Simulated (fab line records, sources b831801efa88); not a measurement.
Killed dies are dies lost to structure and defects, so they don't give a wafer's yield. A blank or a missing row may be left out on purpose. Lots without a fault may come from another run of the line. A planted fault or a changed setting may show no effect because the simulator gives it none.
Tool commonality check | flow gf180mcu | 12 lots, 36 wafers sampled

WHY IT WAS OPENED
At GF_NWELL_TW_MEAS_11 the reading NWELL_TW is flagged on 2 of 12 lots. Wafers without a fault read 1569, standard deviation 9.4.
Rule: a lot is flagged when every wafer of it that has a number lies more than 4 standard deviations from that mean, or none has a number. The other lots count as sound.

lot  | measured    | on            | NWELL_TW, wafer by wafer | flag
L413 | day 3 08:16 | film_metro-03 | 1564 1558 1560           |
L415 | day 3 23:38 | film_metro-04 | 1568 1573 1565           |
L416 | day 4 00:50 | film_metro-03 | 1574 1566 1565           |
L419 | day 4 17:56 | film_metro-04 | 1564 1565 1561           |
L420 | day 4 22:25 | film_metro-04 | 1558 1549 1548           |
L421 | day 5 03:20 | film_metro-03 | 1558 1573 1559           |
L423 | day 5 18:16 | film_metro-02 | 1575 1574 1579           |
L426 | day 6 06:44 | film_metro-04 | 1556 1567 1570           |
L427 | day 6 11:38 | film_metro-02 | 3276 3293 3295           | FLAGGED
L434 | day 8 02:50 | film_metro-04 | 3247 3248 3255           | FLAGGED
L435 | day 8 06:56 | film_metro-03 | 1565 1566 1569           |
L436 | day 8 11:26 | film_metro-04 | 1564 1564 1555           |
The numbers of the flagged lots are 3269 on average: +1700 against the usual, or +99 or more standard deviations.

WHICH TOOL RAN EACH LOT
The record holds 1 process step before the reading, out of a route of 602 steps. In each cell: the tool, then ch and the chambers that the sampled wafers went through, then the start.
lot  | flag    | GF_NWELL_IMPLANT_08
L413 |         | implanter-04 ch 0, day 3 07:55
L415 |         | implanter-04 ch 0, day 3 23:16
L416 |         | implanter-04 ch 0, day 4 00:26
L419 |         | implanter-04 ch 0, day 4 17:34
L420 |         | implanter-04 ch 0, day 4 22:01
L421 |         | implanter-03 ch 0, day 5 02:56
L423 |         | implanter-02 ch 0, day 5 17:53
L426 |         | implanter-04 ch 0, day 6 06:20
L427 | FLAGGED | implanter-04 ch 0, day 6 11:16
L434 | FLAGGED | implanter-04 ch 0, day 8 02:26
L435 |         | implanter-02 ch 0, day 8 06:34
L436 |         | implanter-02 ch 0, day 8 11:02
What these steps do:
- GF_NWELL_IMPLANT_08
- GF_NWELL_TW_MEAS_11

FLAGGED OVER TOTAL, TOOL BY TOOL (the gauges that took the reading come last)
step                | tool          | lots run | flagged | share of the flagged lots | sound lots run after its first flagged lot
GF_NWELL_IMPLANT_08 | implanter-02  | 3        | 0       | none                      | -
GF_NWELL_IMPLANT_08 | implanter-03  | 1        | 0       | none                      | -
GF_NWELL_IMPLANT_08 | implanter-04  | 8        | 2       | all                       | 0
GF_NWELL_TW_MEAS_11 | film_metro-02 | 2        | 1       | some                      | 0
GF_NWELL_TW_MEAS_11 | film_metro-03 | 4        | 0       | none                      | -
GF_NWELL_TW_MEAS_11 | film_metro-04 | 6        | 1       | some                      | 1 (L436)

WHAT THE TABLE ALLOWS
1 row of the table ran every flagged lot: implanter-04 at GF_NWELL_IMPLANT_08.
- implanter-04 at GF_NWELL_IMPLANT_08: 2 of its 8 lots flagged. Its last sound lot is L426 (day 6 06:20), its first flagged lot L427 (day 6 11:16): a fault that began between those two fits. Its own readings lie more than 4 standard deviations out on every wafer of the flagged lots: beam_on_s, dose_ions_cm2, faraday_current_uA.
One tool is left: implanter-04 at GF_NWELL_IMPLANT_08.

WHAT THE SIMULATOR HAD PUT IN
Process parameter drift: implanter-04, from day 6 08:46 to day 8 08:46, at GF_NWELL_IMPLANT_08. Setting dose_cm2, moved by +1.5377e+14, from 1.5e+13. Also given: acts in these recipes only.
Lots struck among those shown: L427, L434. The rule above found the same.
